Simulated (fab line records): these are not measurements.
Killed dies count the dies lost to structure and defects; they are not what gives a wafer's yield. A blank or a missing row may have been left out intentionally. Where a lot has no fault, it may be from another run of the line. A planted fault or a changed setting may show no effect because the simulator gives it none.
What tool caused it? || flow gf180mcu || 18 wafers from 6 lots sampled at 2 of the route's 602 steps

## WHAT THE GAUGES READ, wafer by wafer
GF_V5_CD_MEAS_14: the cd target is 260 nm.
{"lot": "L843", "measured": "day 27 20:01", "on": "cd_sem-01", "cd_nm (nm)": "258.3 257.4 258.0"}
{"lot": "L845", "measured": "day 28 13:37", "on": "cd_sem-02", "cd_nm (nm)": "259.9 261.4 260.0"}
{"lot": "L847", "measured": "day 28 23:56", "on": "cd_sem-02", "cd_nm (nm)": "260.0 260.0 260.0"}
{"lot": "L852", "measured": "day 30 16:49", "on": "cd_sem-01", "cd_nm (nm)": "258.6 258.5 259.2"}
{"lot": "L856", "measured": "day 31 17:34", "on": "cd_sem-02", "cd_nm (nm)": "259.3 257.8 259.5"}
{"lot": "L862", "measured": "day 33 05:13", "on": "cd_sem-01", "cd_nm (nm)": "259.7 259.7 259.4"}

## WHAT TOOL EACH LOT RAN ON (gives the tool, then ch and the chambers of the sampled wafers, and finally the start)
{"lot": "L843", "GF_DUAL_GATE_STRIP_13": "plasma_asher-03 ch 0, day 8 19:46"}
{"lot": "L845", "GF_DUAL_GATE_STRIP_13": "plasma_asher-03 ch 0,1, day 9 14:12"}
{"lot": "L847", "GF_DUAL_GATE_STRIP_13": "plasma_asher-04 ch 0,1, day 10 01:20"}
{"lot": "L852", "GF_DUAL_GATE_STRIP_13": "plasma_asher-03 ch 0,1, day 11 15:00"}
{"lot": "L856", "GF_DUAL_GATE_STRIP_13": "plasma_asher-03 ch 0,1, day 12 15:30"}
{"lot": "L862", "GF_DUAL_GATE_STRIP_13": "plasma_asher-02 ch 0,1, day 14 17:16"}
- GF_DUAL_GATE_STRIP_13: strips in O2/N2.

## THE ANSWER, worked out from the rows above alone
Rule: the lots themselves supply what counts as usual. The widest of any qualifying gaps counts: lots, ordered by their means at a reading, are off when they make up no more than a third of the lots, leave a main group of 4 or more, and stand apart from it by 3 or more times the standard deviation of that group's means. Not used: any main group whose means are identical at the precision the tables above print for the reading. A lot without any number at a reading at which 4 lots or more have one is off too. The other lots that the step has rows for count as sound.
Across all readings shown, no lot is off: no conclusion can be drawn from this.

## WHAT THE SIMULATOR HAD PUT IN
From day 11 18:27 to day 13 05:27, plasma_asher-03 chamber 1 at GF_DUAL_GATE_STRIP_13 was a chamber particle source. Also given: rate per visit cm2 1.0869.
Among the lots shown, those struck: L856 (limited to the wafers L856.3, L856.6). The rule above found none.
